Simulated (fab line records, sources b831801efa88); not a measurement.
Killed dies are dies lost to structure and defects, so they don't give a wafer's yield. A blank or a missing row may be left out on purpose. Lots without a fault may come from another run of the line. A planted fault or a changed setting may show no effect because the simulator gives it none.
fab line records | flow gf180mcu
record lots=5 wafers=15 last_day=34
route steps=602 shown CONTACT@303 M1@315 V1@335
lots that met no fault: from a run of the same line without faults
start_h: hours from the record's first day to the start of the lot's first wafer shown | wait_h: hours since the lot's step before | " the same as in the row above | L1.1+2: a row that stands for several wafers | - no value, or no start given | * or withheld: withheld | < > ~ a bound
route shown NAME@n: a module of which the file shows steps, and the number in the route of the first | usual: mean/standard deviation of fault-free wafers | same: alike in all rows | chamber/n: place in a boat | sites: the reading at each site | _std_site: their standard deviation | _edge_site: outer sites' mean less inner sites' | radius_mm: how far each site lies from the wafer's centre | mask NAME#n: copy n | behind: the tool/chamber that last shaped the wafer | hold: why the lot was held/for how many hours/how that ended | device: the transistor (n, p or np) that didn't switch | end of line: the same wafers' tests at the end of the route | a step without rows: its recipe alone | killed: dies lost to structure and defects at the first sort, not the wafer's yield | map: a wafer's dies, x killed, . not, _ none there
set.NAME: the setting as run; set.NAME@STEP: as run at that earlier step | model.NAME: the simulator's own value behind a step, which no gauge read
lots at some steps of the route; a table a step, a row a wafer
services: from which hour (start_h, from the record's first day; less than 0 if before it) a tool's chamber was out of use, for how many hours, and why
## steps
# step GF_CONTACT_ETCH_16
# recipe chemistry=N2/H2 target_depth_a=withheld overetch_a=withheld time_s=withheld target=BARC ion_energy_ev=200 source_w=500 bias_w=100 pressure_mtorr=30 n2_flow_sccm=100 h2_flow_sccm=200
# usual drypump_motor_current_A=5.7/0.5 n2_flow_sccm=100.05/0.3 oes_product_au=0.855/0.0044 throttle_valve_pct=13.225/0.0085
# columns lot.wafer tool chamber start_h wait_h drypump_motor_current_A n2_flow_sccm oes_product_au throttle_valve_pct
L079.1 rie_diel-03 0 403.68 0.0 5.4 100.32 0.852 13.219
L079.2 " 2 " " 4.8 100.22 0.853 13.218
L079.6 " 2 " " 4.8 99.91 0.863 13.228
L080.2 rie_diel-01 0 416.95 0.0 6.1 99.65 0.852 13.220
L080.3 " 3 " " 6.5 100.26 0.856 13.213
L080.4 " 2 " " 5.6 99.95 0.861 13.231
L081.1 rie_diel-02 2 423.78 0.0 6.2 100.16 0.860 13.225
L081.5 " 3 " " 5.4 99.85 0.854 13.216
L081.6 " 1 " " 5.3 100.38 0.850 13.237
L093.1 rie_diel-03 0 533.98 0.0 5.4 100.39 0.854 13.242
L093.4 " 3 " " 5.9 100.13 0.856 13.215
L093.6 " 2 " " 4.8 100.45 0.853 13.221
L094.3 rie_diel-01 1 536.45 0.0 6.3 99.66 0.862 13.232
L094.5 " 3 " " 6.5 100.51 0.856 13.220
L094.6 " 2 " " 5.6 99.57 0.856 13.227
# step GF_CONTACT_ETCH_17
# recipe chemistry=C4F8/O2/Ar mask_material=KrF target=SiO2 stop_on=CoSi2 source_w=1500 bias_w=1200 pressure_mtorr=40 c4f8_flow_sccm=withheld O2_flow_sccm=6 Ar_flow_sccm=300 time_s=withheld target_depth_a=8600
# usual oes_product_au=0.815/0.0043
# columns lot.wafer tool chamber start_h wait_h oes_product_au
L079.1 rie_diel-03 0 - - 0.816
L079.2 " 2 " " 0.809
L079.6 " 2 " " 0.809
L080.2 rie_diel-01 0 - - 0.816
L080.3 " 3 " " 0.814
L080.4 " 2 " " 0.822
L081.1 rie_diel-02 2 - - 0.816
L081.5 " 3 " " 0.819
L081.6 " 1 " " 0.820
L093.1 rie_diel-03 0 - - 0.818
L093.4 " 3 " " 0.813
L093.6 " 2 " " 0.820
L094.3 rie_diel-01 1 - - 0.810
L094.5 " 3 " " 0.813
L094.6 " 2 " " 0.817
# step GF_CONTACT_STRIP_18
# recipe chemistry=O2/N2 power_w=1400 pressure_mtorr=1500 platen_temp_c=250 o2_flow_sccm=3000 n2_flow_sccm=300 overash_fraction=0.5
# usual drypump_motor_current_A=5.8/0.46 heater_power_w=335/24 n2_flow_sccm=300.0/0.83 oes_product_au=0.580/0.0049
# columns lot.wafer tool chamber start_h wait_h drypump_motor_current_A heater_power_w n2_flow_sccm oes_product_au rf_hours_counter_h
L079.1 plasma_asher-03 0 403.85 - 6.2 308 300.3 0.572 29
L079.2 " 1 " " 5.5 326 299.1 0.583 29
L079.6 " 1 " " 5.5 321 301.2 0.574 -
L080.2 plasma_asher-03 1 417.11 - 5.5 327 300.2 0.576 31
L080.3 " 0 " " 6.2 310 300.9 0.579 -
L080.4 " 1 " " 5.5 331 301.0 0.582 -
L081.1 plasma_asher-03 1 423.94 - 5.5 331 299.1 0.578 31
L081.5 " 1 " " 5.5 328 301.5 0.580 -
L081.6 " 0 " " 6.2 310 299.9 0.574 -
L093.1 plasma_asher-01 0 534.14 - 6.1 335 300.3 0.579 70
L093.4 " 1 " " 5.1 389 299.1 0.579 -
L093.6 " 0 " " 6.1 331 299.3 0.585 -
L094.3 plasma_asher-04 0 536.64 - 5.5 316 299.1 0.589 -
L094.5 " 0 " " 5.5 322 299.4 0.574 -
L094.6 " 1 " " 6.4 326 300.1 0.573 -
# step GF_CONTACT_CLEAN_19
# recipe chemistry=SPM
# columns lot.wafer tool chamber start_h wait_h
L079.1+2+6 wet_bench-04 1 403.95 0.1
L080.2+3+4 wet_bench-01 3 417.21 0.1
L081.1+5+6 wet_bench-04 3 424.04 0.1
L093.1+4+6 wet_bench-04 2 534.24 0.1
L094.3+5+6 wet_bench-02 3 536.71 0.0
# step GF_CONTACT_CLEAN_20
# recipe chemistry=DIW
# columns lot.wafer tool chamber start_h wait_h
L079.1+2+6 wet_bench-01 3 404.04 0.0
L080.2+3+4 wet_bench-04 0 417.30 0.0
L081.1+5+6 wet_bench-01 0 424.13 0.0
L093.1+4+6 wet_bench-01 3 534.34 0.0
L094.3+5+6 wet_bench-01 3 536.89 0.0
# step GF_CONTACT_CLEAN_21
# recipe chemistry=dHF time_s=20 dilution=100:1 dry=ipa_marangoni
# columns lot.wafer tool chamber start_h wait_h
L079.1+2+6 wet_bench-01 2 404.13 0.0
L080.2+3+4 wet_bench-01 3 417.39 0.0
L081.1+5+6 wet_bench-02 1 424.22 0.0
L093.1+4+6 wet_bench-04 0 534.52 0.0
L094.3+5+6 wet_bench-04 0 537.08 0.0
# step GF_CONTACT_SPUTTER_22
# recipe material=Ti target_thk_nm=15 chamber_pressure_pa=5 power_w=2500 substrate_temp_c=200 time_s=80.02
# usual throttle_valve_pct=30.5/0.72
# columns lot.wafer tool chamber start_h wait_h throttle_valve_pct
L079.1 pvd_sputter-04 - 404.14 0.0 31.2
L079.2 " - " " 30.7
L079.6 " - " " 30.8
L080.2 pvd_sputter-02 - 417.41 0.0 29.4
L080.3 " - " " 30.5
L080.4 " - " " 30.9
L081.1 pvd_sputter-01 - 424.24 0.0 29.4
L081.5 " - " " 30.3
L081.6 " - " " 29.5
L093.1 pvd_sputter-01 - 534.53 0.0 30.1
L093.4 " - " " 29.5
L093.6 " - " " 30.0
L094.3 pvd_sputter-01 - 537.09 0.0 29.3
L094.5 " - " " 29.6
L094.6 " - " " 30.2
# step GF_CONTACT_SPUTTER_23
# recipe material=TiN target_thk_nm=10 chamber_pressure_pa=5 power_w=4000 time_s=40
# usual throttle_valve_pct=30.5/0.73
# columns lot.wafer tool chamber start_h wait_h throttle_valve_pct
L079.1 pvd_sputter-04 - 404.20 0.0 31.3
L079.2 " - " " 30.6
L079.6 " - " " 30.8
L080.2 pvd_sputter-02 - 417.47 0.0 29.7
L080.3 " - " " 30.2
L080.4 " - " " 31.3
L081.1 pvd_sputter-01 - 424.30 0.0 29.8
L081.5 " - " " 29.9
L081.6 " - " " 29.2
L093.1 pvd_sputter-01 - 534.59 0.0 30.0
L093.4 " - " " 29.6
L093.6 " - " " 30.1
L094.3 pvd_sputter-01 - 537.15 0.0 29.4
L094.5 " - " " 29.3
L094.6 " - " " 30.3
# step GF_CONTACT_CVD_24
# recipe material=W target_thk_nm=300 time_s=90.339 temp_c=400 pressure_torr=40
# usual heater_power_outer_w=451/34 heater_power_w=773/41
# columns lot.wafer tool chamber start_h wait_h heater_power_outer_w heater_power_w since_wet_clean_h
L079.1 cvd_w-01 1 404.24 0.0 413 748 500
L079.2 " 0 " " 486 829 500
L079.6 " 0 " " 490 824 -
L080.2 cvd_w-02 1 417.51 0.0 434 724 14
L080.3 " 0 " " 437 769 -
L080.4 " 1 " " 438 745 -
L081.1 cvd_w-02 0 424.34 0.0 441 784 20
L081.5 " 1 " " 451 727 -
L081.6 " 0 " " 446 773 -
L093.1 cvd_w-01 0 534.63 0.0 507 841 631
L093.4 " 0 " " 506 806 -
L093.6 " 1 " " 406 731 -
L094.3 cvd_w-01 1 537.22 0.1 424 738 -
L094.5 " 1 " " 416 747 -
L094.6 " 0 " " 491 825 -
# step GF_CONTACT_RS_MEAS_25
# recipe thk_meas_gauge=four-point-probe reads=W_of_CONTACT_CVD_24+TiN_of_CONTACT_SPUTTER_23+Ti_of_CONTACT_SPUTTER_22
# usual CONTACT_W_RS=0.382/0.0051
# columns lot.wafer tool chamber start_h wait_h CONTACT_W_RS[ohm/sq]
L079.1 film_metro-02 - 404.34 0.1 0.382
L079.2 " - " " 0.371
L079.6 " - " " 0.374
L080.2 film_metro-01 - 417.63 0.1 0.387
L080.3 " - " " 0.387
L080.4 " - " " 0.387
L081.1 film_metro-02 - 424.44 0.1 0.385
L081.5 " - " " 0.388
L081.6 " - " " 0.388
L093.1 film_metro-04 - 534.73 0.1 0.377
L093.4 " - " " 0.374
L093.6 " - " " 0.383
L094.3 film_metro-02 - 537.33 0.1 0.379
L094.5 " - " " 0.376
L094.6 " - " " 0.373
# step GF_CONTACT_THK_MEAS_26
# recipe thk_meas_gauge=xrf reads=W_of_CONTACT_CVD_24
# usual CONTACT_W_THK=303/4.4
# columns lot.wafer tool chamber start_h wait_h CONTACT_W_THK[nm]
L079.1 film_metro-02 - 404.46 0.1 303
L079.2 " - " " 313
L079.6 " - " " 311
L080.2 film_metro-01 - 417.74 0.1 299
L080.3 " - " " 301
L080.4 " - " " 301
L081.1 film_metro-02 - 424.56 0.1 302
L081.5 " - " " 301
L081.6 " - " " 300
L093.1 film_metro-04 - 534.85 0.1 307
L093.4 " - " " 309
L093.6 " - " " 304
L094.3 film_metro-02 - 537.43 0.1 307
L094.5 " - " " 308
L094.6 " - " " 311
# step GF_CONTACT_CMP_27
# recipe stop_on=SiO2 down_force_psi=3.5 platen_rpm=60 t_overpolish_s=15 target_thk_nm=0 pad_velocity_m_s=0.94248
# usual motor_current_A=10.5/0.65 overpolish_run_s=15.000/0.0091 retaining_ring_pressure_frac=1.000/0.0049 time_to_endpoint_s=72.2/2.5
# same t_overpolish_s=15
# columns lot.wafer tool chamber start_h wait_h motor_current_A overpolish_run_s retaining_ring_pressure_frac time_to_endpoint_s
L079.2 cmp-01 0 404.87 0.4 9.8 15.004 1.002 73.6
L079.1 " 1 " " 11.0 15.014 1.000 71.0
L079.6 " 0 " " 10.2 15.008 1.003 71.4
L080.2 cmp-02 1 417.87 0.1 10.6 14.997 1.003 72.8
L080.4 " 2 " " 10.3 15.002 0.999 66.7
L080.3 " 3 " " 11.3 15.015 1.001 68.8
L081.1 cmp-02 3 424.62 0.1 11.9 14.991 1.003 71.2
L081.6 " 3 " " 11.1 15.018 1.001 73.9
L081.5 " 0 " " 10.8 14.988 1.000 73.2
L093.4 cmp-01 3 534.96 0.1 9.9 15.013 1.000 72.6
L093.1 " 0 " " 10.1 14.991 0.989 70.7
L093.6 " 2 " " 9.6 15.005 1.000 72.4
L094.3 cmp-01 0 537.57 0.1 10.2 15.014 1.000 69.6
L094.5 " 2 " " 10.2 14.984 1.002 68.8
L094.6 " 3 " " 9.8 15.009 0.996 72.5
# step GF_M1_SPUTTER_00
# recipe material=Ti target_thk_nm=37.5 arriving_ion_energy_ev=80 substrate_temp_c=200 chamber_pressure_pa=2 power_w=4000 time_s=150
# usual throttle_valve_pct=30.3/0.74
# columns lot.wafer tool chamber start_h wait_h throttle_valve_pct
L079.1 pvd_sputter-03 - 405.12 0.1 30.4
L079.2 " - " " 32.1
L079.6 " - " " 30.4
L080.2 pvd_sputter-01 - 418.12 0.2 29.7
L080.3 " - " " 29.6
L080.4 " - " " 29.6
L081.1 pvd_sputter-03 - 424.92 0.2 32.3
L081.5 " - " " 30.4
L081.6 " - " " 30.5
L093.1 pvd_sputter-03 - 535.21 0.1 30.6
L093.4 " - " " 30.5
L093.6 " - " " 30.3
L094.3 pvd_sputter-02 - 537.77 0.1 29.5
L094.5 " - " " 30.8
L094.6 " - " " 30.0
# step GF_M1_SPUTTER_01
# recipe material=TiN target_thk_nm=30 power_w=6500 time_s=25 chamber_pressure_pa=0.4
# usual throttle_valve_pct=30.3/0.73
# columns lot.wafer tool chamber start_h wait_h throttle_valve_pct
L079.1 pvd_sputter-03 - 405.22 0.1 30.4
L079.2 " - " " 32.1
L079.6 " - " " 29.8
L080.2 pvd_sputter-01 - 418.22 0.1 29.7
L080.3 " - " " 29.3
L080.4 " - " " 29.4
L081.1 pvd_sputter-03 - 425.02 0.1 31.9
L081.5 " - " " 30.5
L081.6 " - " " 30.6
L093.1 pvd_sputter-03 - 535.31 0.1 30.3
L093.4 " - " " 30.7
L093.6 " - " " 30.3
L094.3 pvd_sputter-02 - 537.87 0.1 29.0
L094.5 " - " " 31.1
L094.6 " - " " 30.5
# step GF_M1_SPUTTER_02
# recipe material=AlCu target_thk_nm=450 power_w=10600 time_s=23.9 chamber_pressure_pa=0.4
# usual throttle_valve_pct=30.3/0.72
# columns lot.wafer tool chamber start_h wait_h throttle_valve_pct
L079.1 pvd_sputter-03 - 405.25 0.0 30.4
L079.2 " - " " 32.0
L079.6 " - " " 30.0
L080.2 pvd_sputter-01 - 418.25 0.0 29.4
L080.3 " - " " 29.7
L080.4 " - " " 29.5
L081.1 pvd_sputter-03 - 425.05 0.0 32.0
L081.5 " - " " 30.3
L081.6 " - " " 30.7
L093.1 pvd_sputter-03 - 535.34 0.0 30.5
L093.4 " - " " 30.4
L093.6 " - " " 30.3
L094.3 pvd_sputter-02 - 537.90 0.0 29.6
L094.5 " - " " 31.3
L094.6 " - " " 30.2
# step GF_M1_SPUTTER_03
# recipe material=Ti target_thk_nm=10 substrate_temp_c=300 chamber_pressure_pa=0.3 power_w=3000 time_s=6.7
# usual throttle_valve_pct=30.3/0.74
# columns lot.wafer tool chamber start_h wait_h throttle_valve_pct
L079.1 pvd_sputter-03 - 405.28 0.0 30.1
L079.2 " - " " 32.0
L079.6 " - " " 30.2
L080.2 pvd_sputter-01 - 418.28 0.0 29.4
L080.3 " - " " 29.6
L080.4 " - " " 29.5
L081.1 pvd_sputter-03 - 425.08 0.0 32.3
L081.5 " - " " 30.6
L081.6 " - " " 30.7
L093.1 pvd_sputter-03 - 535.37 0.0 30.5
L093.4 " - " " 30.5
L093.6 " - " " 30.1
L094.3 pvd_sputter-02 - 537.93 0.0 29.4
L094.5 " - " " 30.9
L094.6 " - " " 30.2
# step GF_M1_SPUTTER_04
# recipe material=TiN target_thk_nm=50 power_w=6500 time_s=41.7 chamber_pressure_pa=0.4
# usual throttle_valve_pct=30.3/0.76
# columns lot.wafer tool chamber start_h wait_h throttle_valve_pct
L079.1 pvd_sputter-03 - 405.30 0.0 30.3
L079.2 " - " " 32.2
L079.6 " - " " 30.2
L080.2 pvd_sputter-01 - 418.30 0.0 29.3
L080.3 " - " " 29.3
L080.4 " - " " 29.8
L081.1 pvd_sputter-03 - 425.10 0.0 31.9
L081.5 " - " " 30.8
L081.6 " - " " 30.6
L093.1 pvd_sputter-03 - 535.39 0.0 30.5
L093.4 " - " " 30.8
L093.6 " - " " 30.3
L094.3 pvd_sputter-02 - 537.95 0.0 29.6
L094.5 " - " " 30.9
L094.6 " - " " 30.4
# step GF_M1_RS_MEAS_05
# recipe thk_meas_gauge=four-point-probe reads=TiN_of_M1_SPUTTER_04+Ti_of_M1_SPUTTER_03+AlCu_of_M1_SPUTTER_02+TiN_of_M1_SPUTTER_01+Ti_of_M1_SPUTTER_00
# usual M1_ALCU_RS=0.0694/0.0006
# columns lot.wafer tool chamber start_h wait_h M1_ALCU_RS[ohm/sq]
L079.1 film_metro-02 - 405.34 0.0 0.0690
L079.2 " - " " 0.0689
L079.6 " - " " 0.0688
L080.2 film_metro-02 - 418.36 0.0 0.0695
L080.3 " - " " 0.0691
L080.4 " - " " 0.0695
L081.1 film_metro-04 - 425.14 0.0 0.0687
L081.5 " - " " 0.0689
L081.6 " - " " 0.0689
L093.1 film_metro-04 - 535.43 0.0 0.0699
L093.4 " - " " 0.0695
L093.6 " - " " 0.0696
L094.3 film_metro-03 - 538.03 0.1 0.0696
L094.5 " - " " 0.0693
L094.6 " - " " 0.0693
# step GF_M1_THK_MEAS_06
# recipe thk_meas_gauge=xrf reads=AlCu_of_M1_SPUTTER_02
# usual M1_ALCU_THK=448/4.5
# columns lot.wafer tool chamber start_h wait_h M1_ALCU_THK[nm]
L079.1 film_metro-02 - 405.46 0.1 448
L079.2 " - " " 448
L079.6 " - " " 452
L080.2 film_metro-02 - 418.47 0.1 446
L080.3 " - " " 448
L080.4 " - " " 446
L081.1 film_metro-04 - 425.26 0.1 455
L081.5 " - " " 454
L081.6 " - " " 454
L093.1 film_metro-04 - 535.55 0.1 448
L093.4 " - " " 447
L093.6 " - " " 446
L094.3 film_metro-03 - 538.13 0.1 450
L094.5 " - " " 453
L094.6 " - " " 455
# step GF_M1_DEHYDRATE_07
# recipe temp_c=200 time_s=60
# columns lot.wafer tool chamber start_h wait_h
L079.1+2+6 litho_track-03 0 417.02 11.5
L080.2+3+4 litho_track-02 0 429.65 11.2
L081.1+5+6 litho_track-04 0 437.16 11.9
L093.1+4+6 litho_track-04 0 546.21 10.6
L094.3+5+6 litho_track-02 0 548.73 10.6
# step GF_M1_HMDS_08
# recipe prime_time_s=60 prime_temp_c=120
# columns lot.wafer tool chamber start_h wait_h
L079.1+2+6 litho_track-03 0 417.17 0.1
L080.2+3+4 litho_track-02 0 429.80 0.1
L081.1+5+6 litho_track-04 0 437.31 0.1
L093.1+4+6 litho_track-04 0 546.36 0.1
L094.3+5+6 litho_track-02 0 548.88 0.1
# step GF_M1_COAT_09
# recipe resist=KrF spin_rpm=withheld resist_thk_nm=1000
# columns lot.wafer tool chamber start_h wait_h
L079.1+2+6 litho_track-03 0 417.32 0.1
L080.2+3+4 litho_track-02 0 429.95 0.1
L081.1+5+6 litho_track-04 0 437.46 0.1
L093.1+4+6 litho_track-04 0 546.51 0.1
L094.3+5+6 litho_track-02 0 549.03 0.1
# step GF_M1_SOFTBAKE_10
# recipe temp_c=130 time_s=60 resist=KrF
# columns lot.wafer tool chamber start_h wait_h
L079.1+2+6 litho_track-03 0 417.47 0.1
L080.2+3+4 litho_track-02 0 430.10 0.1
L081.1+5+6 litho_track-04 0 437.61 0.1
L093.1+4+6 litho_track-04 0 546.66 0.1
L094.3+5+6 litho_track-02 0 549.18 0.1
# step GF_M1_EXPOSE_11
# recipe mask_id=Metal1 target_cd_nm=230 na=0.68 source_shape=conventional sigma_outer=0.6 dose_mj=28
# same na=0.68
# columns lot.wafer tool chamber start_h wait_h mask
L079.1+2+6 krf_scanner-02 0 - - Metal1#0
L080.2+3+4 krf_scanner-01 0 - - Metal1#0
L081.1+5+6 krf_scanner-02 0 - - Metal1#0
L093.1+4+6 krf_scanner-01 0 - - Metal1#0
L094.3+5+6 krf_scanner-01 0 - - Metal1#0
# step GF_M1_PEB_12
# recipe peb_temp_c=135 peb_time_s=90 resist=KrF
# columns lot.wafer tool chamber start_h wait_h
L079.1+2+6 litho_track-02 0 - -
L080.2+3+4 litho_track-02 0 - -
L081.1+5+6 litho_track-04 0 - -
L093.1+4+6 litho_track-04 0 - -
L094.3+5+6 litho_track-04 0 - -
# step GF_M1_DEVELOP_13
# recipe develop_time_s=60 dev_temp_c=21
# columns lot.wafer tool chamber start_h wait_h
L079.1+2+6 litho_track-02 0 428.88 0.2
L080.2+3+4 litho_track-02 0 442.45 0.2
L081.1+5+6 litho_track-04 0 450.16 0.2
L093.1+4+6 litho_track-04 0 558.01 0.2
L094.3+5+6 litho_track-04 0 559.91 0.1
# step GF_M1_CD_MEAS_14
# recipe target_cd_nm=230
# usual cd_nm=230.4/1.2
# columns lot.wafer tool chamber start_h wait_h cd_nm
L079.1 cd_sem-01 - 429.03 0.1 231.0
L079.2 " - " " 230.2
L079.6 " - " " 231.3
L080.2 cd_sem-01 - 442.60 0.1 233.0
L080.3 " - " " 231.3
L080.4 " - " " 233.2
L081.1 cd_sem-01 - 450.31 0.1 229.7
L081.5 " - " " 229.5
L081.6 " - " " 229.1
L093.1 cd_sem-02 - 558.16 0.1 232.1
L093.4 " - " " 232.8
L093.6 " - " " 231.9
L094.3 cd_sem-01 - 560.05 0.1 229.6
L094.5 " - " " 228.3
L094.6 " - " " 229.3
# step GF_M1_OVL_MEAS_15
# usual M1_OVL=3/6
# columns lot.wafer tool chamber start_h wait_h M1_OVL[nm]
L079.1 overlay-01 - 429.15 0.1 11
L079.2 " - " " 4
L079.6 " - " " 10
L080.2 overlay-02 - 442.70 0.1 -1
L080.3 " - " " -5
L080.4 " - " " 9
L081.1 overlay-01 - 450.43 0.1 7
L081.5 " - " " 8
L081.6 " - " " 5
L093.1 overlay-01 - 558.28 0.1 7
L093.4 " - " " -1
L093.6 " - " " 1
L094.3 overlay-01 - 560.14 0.1 1
L094.5 " - " " -1
L094.6 " - " " -7
# step GF_M1_METAL_ETCH_16
# recipe chemistry=Cl2/BCl3 mask_material=KrF target_depth_nm=750.8 stop_on=SiO2 pressure_mtorr=8 icp_w=800 bias_w=140 Cl2_flow_sccm=80 bcl3_flow_sccm=40 time_s=125.1
# usual drypump_motor_current_A=5.79/0.29 oes_product_au=0.990/0.0057 throttle_valve_pct=28.230/0.011
# columns lot.wafer tool chamber start_h wait_h drypump_motor_current_A oes_product_au rf_hours_counter_h throttle_valve_pct
L079.1 rie_metal-03 1 429.19 0.0 5.85 0.991 10 28.215
L079.2 " 0 " " 6.13 0.985 12 28.249
L079.6 " 0 " " 6.13 0.979 - 28.243
L080.2 rie_metal-03 1 442.73 0.0 5.82 0.989 10 28.238
L080.3 " 0 " " 6.14 0.986 - 28.234
L080.4 " 1 " " 5.85 0.993 - 28.245
L081.1 rie_metal-04 0 450.47 0.0 5.63 1.001 4 28.219
L081.5 " 0 " " 5.65 0.996 - 28.220
L081.6 " 0 " " 5.63 0.999 - 28.216
L093.1 rie_metal-03 0 558.31 0.0 6.17 0.983 2 28.245
L093.4 " 0 " " 6.15 0.980 - 28.243
L093.6 " 0 " " 6.15 0.982 - 28.227
L094.3 rie_metal-04 1 560.21 0.1 5.37 0.983 - 28.230
L094.5 " 1 " " 5.38 0.990 - 28.234
L094.6 " 0 " " 5.65 1.002 - 28.229
# step GF_M1_STRIP_17
# recipe chemistry=O2/N2 power_w=1400 pressure_mtorr=1500 platen_temp_c=250 o2_flow_sccm=3000 n2_flow_sccm=300 overash_fraction=0.5
# usual drypump_motor_current_A=5.4/0.57 heater_power_w=343/24 n2_flow_sccm=299.9/0.89 oes_product_au=0.537/0.0054 strip_time_to_endpoint_s=7.37/0.052
# columns lot.wafer tool chamber start_h wait_h drypump_motor_current_A heater_power_w n2_flow_sccm oes_product_au rf_hours_counter_h strip_time_to_endpoint_s
L079.1 plasma_asher-02 0 429.32 0.1 5.1 364 299.6 0.538 80 7.41
L079.2 " 1 " " 4.6 349 300.2 0.545 80 7.45
L079.6 " 1 " " 4.6 352 301.3 0.550 - 7.45
L080.2 plasma_asher-02 1 442.86 0.1 4.6 344 302.2 0.534 81 7.40
L080.3 " 0 " " 5.1 342 299.5 0.537 - 7.48
L080.4 " 1 " " 4.6 355 302.4 0.543 - 7.38
L081.1 plasma_asher-02 1 450.72 0.2 4.6 350 299.2 0.531 82 7.30
L081.5 " 0 " " 5.1 350 298.9 0.536 - 7.28
L081.6 " 1 " " 4.6 337 298.8 0.545 - 7.31
L093.1 plasma_asher-01 0 558.57 0.2 6.1 341 299.7 0.537 73 7.41
L093.4 " 0 " " 6.1 336 299.8 0.543 - 7.40
L093.6 " 1 " " 5.1 381 300.2 0.537 - 7.38
L094.3 plasma_asher-03 0 560.33 0.1 6.2 310 300.9 0.537 - 7.40
L094.5 " 1 " " 5.5 328 301.3 0.537 - 7.35
L094.6 " 0 " " 6.2 304 301.6 0.530 - 7.24
# step GF_M1_STRIP_18
# recipe chemistry=post_etch_residue_remover time_s=1200 temp_c=72.5
# usual bath_guard_temp_C=72.9/0.45
# columns lot.wafer tool chamber start_h wait_h bath_guard_temp_C
L079.1 wet_bench-02 2 429.42 0.1 72.6
L079.2 " 2 " " 73.0
L079.6 " 2 " " 72.8
L080.2 wet_bench-02 3 442.96 0.1 72.8
L080.3 " 3 " " 73.3
L080.4 " 3 " " 73.3
L081.1 wet_bench-02 2 450.82 0.1 72.8
L081.5 " 2 " " 72.8
L081.6 " 2 " " 72.9
L093.1 wet_bench-04 2 558.67 0.1 73.4
L093.4 " 2 " " 73.4
L093.6 " 2 " " 73.9
L094.3 wet_bench-04 1 560.39 0.0 72.0
L094.5 " 1 " " 72.3
L094.6 " 1 " " 72.2
# step GF_M1_CLEAN_19
# recipe chemistry=DIW dry=n2_spin
# columns lot.wafer tool chamber start_h wait_h
L079.1+2+6 wet_bench-04 0 429.79 0.0
L080.2+3+4 wet_bench-03 0 443.30 0.0
L081.1+5+6 wet_bench-04 1 451.20 0.0
L093.1+4+6 wet_bench-03 3 559.05 0.0
L094.3+5+6 wet_bench-03 2 560.77 0.0
# step GF_V1_CVD_00
# recipe material=SiO2 target_thk_nm=600 sigma_open_frac=0.3 temp_c=400 time_s=100 sih4_flow_sccm=60 pressure_mtorr=6
# usual sih4_flow_sccm=60.02/0.22
# columns lot.wafer tool chamber start_h wait_h sih4_flow_sccm
L079.1 hdpcvd-02 0 429.89 0.0 59.70
L079.2 " 2 " " 60.31
L079.6 " 1 " " 59.83
L080.2 hdpcvd-02 2 443.50 0.0 60.18
L080.3 " 0 " " 59.78
L080.4 " 1 " " 60.15
L081.1 hdpcvd-02 1 451.30 0.0 59.67
L081.5 " 0 " " 59.64
L081.6 " 2 " " 60.15
L093.1 hdpcvd-01 0 559.14 0.0 60.20
L093.4 " 2 " " 59.95
L093.6 " 0 " " 60.45
L094.3 hdpcvd-01 0 560.86 0.0 60.16
L094.5 " 2 " " 59.83
L094.6 " 0 " " 60.10
# step GF_V1_THK_MEAS_01
# recipe reads=SiO2_of_V1_CVD_00
# usual V1_CVD_00_THK=600/5.9
# columns lot.wafer tool chamber start_h wait_h V1_CVD_00_THK[nm]
L079.1 film_metro-01 - 429.96 0.0 600
L079.2 " - " " 606
L079.6 " - " " 607
L080.2 film_metro-03 - 443.59 0.0 591
L080.3 " - " " 586
L080.4 " - " " 594
L081.1 film_metro-03 - 451.37 0.0 595
L081.5 " - " " 597
L081.6 " - " " 593
L093.1 film_metro-02 - 559.21 0.0 604
L093.4 " - " " 606
L093.6 " - " " 603
L094.3 film_metro-02 - 560.95 0.1 601
L094.5 " - " " 604
L094.6 " - " " 601
# step GF_V1_CVD_02
# recipe material=SiO2 target_thk_nm=850 precursor=TEOS temp_c=400 time_s=94.851 rf_w=600
# usual heater_power_outer_w=427/85 heater_power_w=700/110
# columns lot.wafer tool chamber start_h wait_h heater_power_outer_w heater_power_w since_wet_clean_h
L079.1 pecvd-02 2 430.02 0.1 479 732 255
L079.2 " 1 " " 450 766 255
L079.6 " 0 " " 290 508 -
L080.2 pecvd-01 2 443.64 0.0 453 709 61
L080.3 " 1 " " 428 767 61
L080.4 " 1 " " 477 803 -
L081.1 pecvd-01 1 451.43 0.1 523 916 69
L081.5 " 2 " " 471 735 -
L081.6 " 1 " " 442 794 -
L093.1 pecvd-03 0 559.27 0.1 550 814 801
L093.4 " 1 " " 370 625 -
L093.6 " 2 " " 415 679 -
L094.3 pecvd-02 1 560.99 0.0 455 711 386
L094.5 " 2 " " 388 580 -
L094.6 " 1 " " 348 574 -
# step GF_V1_THK_MEAS_03
# recipe reads=SiO2_of_V1_CVD_02
# usual V1_CVD_02_THK=849/11
# columns lot.wafer tool chamber start_h wait_h V1_CVD_02_THK[nm]
L079.1 film_metro-01 - 430.09 0.0 835
L079.2 " - " " 840
L079.6 " - " " 853
L080.2 film_metro-02 - 443.72 0.0 851
L080.3 " - " " 845
L080.4 " - " " 862
L081.1 film_metro-03 - 451.53 0.1 849
L081.5 " - " " 863
L081.6 " - " " 858
L093.1 film_metro-03 - 559.34 0.0 847
L093.4 " - " " 854
L093.6 " - " " 857
L094.3 film_metro-03 - 561.08 0.1 828
L094.5 " - " " 849
L094.6 " - " " 849
## services
# columns tool chamber start_h hours kind
rie_diel-01 2 384.15 5.4 repair
plasma_asher-03 - 390.03 10.4 repair
rie_metal-03 - 390.05 0.3 repair
cmp-01 - 407.87 1.0 repair
rie_diel-01 3 409.77 2.7 repair
cmp-01 - 414.06 4.0 pm
krf_scanner-01 - 422.92 1.3 pm
cvd_w-01 - 435.58 14.6 pm
pvd_sputter-03 - 443.05 3.8 repair
krf_scanner-01 - 446.63 0.5 repair
rie_diel-01 3 449.09 1.6 repair
cmp-01 - 455.19 3.3 pm
krf_scanner-01 - 455.77 0.8 pm
cvd_w-01 - 468.14 2.8 pm
pvd_sputter-03 - 479.00 2.3 repair
pvd_sputter-01 - 490.14 5.4 repair
pvd_sputter-02 - 509.83 4.9 repair
rie_metal-03 - 516.10 0.7 repair
pvd_sputter-02 - 516.48 3.0 repair
rie_metal-03 - 522.29 0.5 repair
pvd_sputter-03 - 524.22 0.6 repair
hdpcvd-02 1 526.36 13.2 repair
krf_scanner-01 - 528.65 1.0 pm
wet_bench-01 - 541.79 4.4 pm
## key
fault none
